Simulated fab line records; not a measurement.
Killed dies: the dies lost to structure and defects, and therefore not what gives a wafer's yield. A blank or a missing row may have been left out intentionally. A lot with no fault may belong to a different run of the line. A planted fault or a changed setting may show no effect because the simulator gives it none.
A struck lot beside a sound one :: flow gf180mcu :: 12 steps out of a route of 602
Sound: these wafers, L507.1, L507.3, L507.4. Struck: wafers L515.2, L515.4, L515.6. The cause comes at the end.
For every step that has rows: the tool of each side, followed by ch and its chambers, followed by its first start. Under that, the readings that differ: sound wafers :: struck wafers :: difference of the means :: sigmas: that difference in standard deviations of wafers without a fault.
alike: words and numbers the same on both sides, and readings whose means are apart by under 2 such deviations; not compared: readings that were withheld, readings missing a value for some wafer, numbers with overlapping values and no deviation given by the record, and bounds like >300 which may hide the same value.
The two part at a step that has a row with sigmas, a row that says differs or no value, or rows on one side only. Numbers that don't overlap but have no deviation are shown without sigmas and don't part them. A reading that every wafer of one side lacks parts them only if that side has two wafers or more.

GF_STI_BOW_MEAS_00:
  sound on film-metro-04 at day 3 02:00; struck on film-metro-04 at day 4 18:01
  alike: INCOMING_BOW
then, 1 step without rows for these wafers: GF_STI_OXIDATION_01 (stabilise 600 s, purge 300 s, target thk 10 nm).
GF_STI_THK_MEAS_02:
  sound on film-metro-04 at day 3 04:03; struck on film-metro-03 at day 4 20:07
  alike: STI_OXIDATION_THK
then, 1 step without rows for these wafers: GF_STI_CVD_03 (deposits Si3N4 from DCS/NH3, target thk 207.16 nm, time 3551 s).
GF_STI_THK_MEAS_04:
  sound on film-metro-02 at day 3 06:06; struck on film-metro-02 at day 4 22:10
  alike: STI_CVD_03_THK
then, 5 steps without rows for these wafers: GF_STI_DEHYDRATE_05 (time 60 s); GF_STI_HMDS_06 (prime time 60 s); GF_STI_COAT_07 (resist thk 700 nm); GF_STI_SOFTBAKE_08 (time 60 s); GF_STI_EXPOSE_09 (exposes mask COMP, target cd 220 nm).
GF_STI_PEB_10: peb time 90 s.
  struck on litho-track-02, day 5 12:00; sound on litho-track-02 ch 0, day 3 18:52
  no value came back on the struck wafers for any of 5 readings (chill-plate-temp-C (C), exhaust-pa (Pa) and others); on the sound wafers chill-plate-temp-C (C) reads 22.90 22.87 22.93
then, 1 step without rows for these wafers: GF_STI_DEVELOP_11 (develop time 60 s).

== WHERE THEY PART ==
GF_STI_PEB_10 only, going by this record.

WHY: the cause the simulator had injected
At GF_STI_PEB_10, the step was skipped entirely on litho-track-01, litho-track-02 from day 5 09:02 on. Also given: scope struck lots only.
